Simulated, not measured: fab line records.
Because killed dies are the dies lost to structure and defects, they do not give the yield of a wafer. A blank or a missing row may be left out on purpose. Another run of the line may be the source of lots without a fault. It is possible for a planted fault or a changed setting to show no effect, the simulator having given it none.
Matching of chambers	flow gf180mcu	GF_V2_CVD_02 on pecvd-01: 3 sister chambers
The step deposits SiO2 from TEOS, target thk 850 nm, time 94.851 s. 16 wafers are shown with their chamber, then 8 later ones without.

== WAFERS, EACH WITH ITS CHAMBER ==
wafer	chamber	heater_power_w (W)
L075.1	2	763
L075.2	1	895
L075.4	2	575
L082.3	1	808
L082.4	0	815
L082.5	2	689
L086.3	2	609
L086.5	1	823
L086.6	2	667
L089.1	0	772
L089.2	1	794
L089.3	2	672
L089.4	1	870
L089.5	0	815
L089.6	2	703
L093.1	0	837

SIGNATURES (averages over the wafers above)
reading	chamber 0	chamber 1	chamber 2	scatter within a chamber
heater_power_w	809.75	838.00	668.29	49.9
Rule: distance of a wafer from a chamber = root of the sum over the readings of ((wafer's reading minus chamber's mean) / reading's scatter) squared. If the next closest chamber is less than 2 further off than the closest, the wafer can't be placed; otherwise it belongs to the closest. The scatter: take each reading less its chamber's mean, square it, sum over the shown wafers, divide by the number of wafers less the number of chambers, and take the root.

== WAFERS MISSING THEIR CHAMBER ==
wafer	heater_power_w (W)
L093.2	662
L093.3	867
L093.4	700
L093.5	726
L093.6	665
L094.1	745
L094.4	709
L094.5	755

== CHAMBER TAKEN BY EACH ==
wafer	from the rows above	in truth
L093.2	2	2
L093.3	can't be placed: 1 or 0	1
L093.4	can't be placed: 2 or 0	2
L093.5	can't be placed: 2 or 0 or 1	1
L093.6	2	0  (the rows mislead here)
L094.1	can't be placed: 0 or 2 or 1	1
L094.4	can't be placed: 2 or 0 or 1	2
L094.5	can't be placed: 0 or 1 or 2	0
Correct placement for 1 of the 8. Unplaceable from these rows: 6, with the true chamber sitting among the candidates in 6. Wrongly placed: 1.
